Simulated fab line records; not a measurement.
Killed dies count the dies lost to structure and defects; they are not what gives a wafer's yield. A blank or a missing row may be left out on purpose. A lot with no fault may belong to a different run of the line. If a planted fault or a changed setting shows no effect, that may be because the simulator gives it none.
Problem report in the 8D (eight disciplines) form, filled by code -- flow sky130 -- the parts of the form that need people (team, actions taken, sign-off) are left out

1. PROBLEM STATEMENT
Wafers without a fault read 40.01 Torr, standard deviation 0.083; chamberPressureTorr at SKY_LI_CONTACT_CVD_21 reads a mean of 41.24 Torr on 6 wafers belonging to 2 lots. Measured from the usual mean, that is +15 standard deviations.
The step: deposits W, target thk 400 nm, time 120.56 s.
First observed at day 33 18:19: wafer L811.2, on cvdW-01. Wafers with a number at this step in the record: 42, from 14 lots. Rule for "out", or "out of limits": more than 4 standard deviations from the usual mean. Any other wafer with a number is counted as sound.

2. WHAT IT IS, AND WHAT IT ISN'T
question,is,is not
which readings at this step,chamberPressureTorr,heaterPowerW
which lots,"L811, L813","L796, L797, L798, L799, L800, L801, L802, L804, L806, L807, L818, L819"
which wafers of those lots,all that have a number,-
read on which tools,cvdW-01,cvdW-02
when,from day 33 18:19,"up to then (30 sound wafers); but 6 sound wafers of L818, L819 came after"

3. SUSPECTS, AND WHAT RULES EACH OUT
Counting: a tool at any process step up to the reading remains a suspect when it ran all the lots that are out and ran no sound lot after the first of those.
- rtpAnneal-01 at SKY_SD_N_RTA_14 (time 2 s): ruled out as a lasting fault. The sound lots L818 went through it after L811, its earliest lot that is out (day 32 14:11).
- cvdW-01 at SKY_LI_CONTACT_CVD_21 (deposits W, target thk 400 nm, time 120.56 s): kept. Every lot that is out went through it, starting with L811 (day 33 18:19), and after that it ran no sound lot; the last sound lot it ran before then is L807 (day 32 20:30). On those wafers its own readings are out: chamberPressureTorr.
Remaining after the count: cvdW-01 at SKY_LI_CONTACT_CVD_21.

4. THE CAUSE (what the simulator had put in)
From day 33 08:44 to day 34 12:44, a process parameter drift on cvdW-01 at SKY_LI_CONTACT_CVD_21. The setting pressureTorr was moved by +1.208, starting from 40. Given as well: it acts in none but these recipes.
After counting, this tool was the only one left.

5. SEQUENCE OF EFFECTS, ordered by route
Rows list readings where the struck wafers' mean (over those with a number) sits beyond 3 standard deviations from the usual. Only readings for which the record gives a usual standard deviation are gone through. hours: the time from each lot's start at the first step in this table that gives one to its start at this step, as a median over the lots. sigmas: the change in usual standard deviations.
hours,step,reading,usual,on struck wafers,change,sigmas
0,SKY_LI_CONTACT_CVD_21,chamberPressureTorr,40.01 Torr,41.24,+1.23,+15
Its process steps:
- SKY_LI_CONTACT_CVD_21: deposits W, target thk 400 nm, time 120.56 s.

6. HOW IT WOULD HAVE BEEN CAUGHT EARLIER
In this record no reading fell out of limits until day 33 18:19, 10 hours after the fault had begun at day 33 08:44.
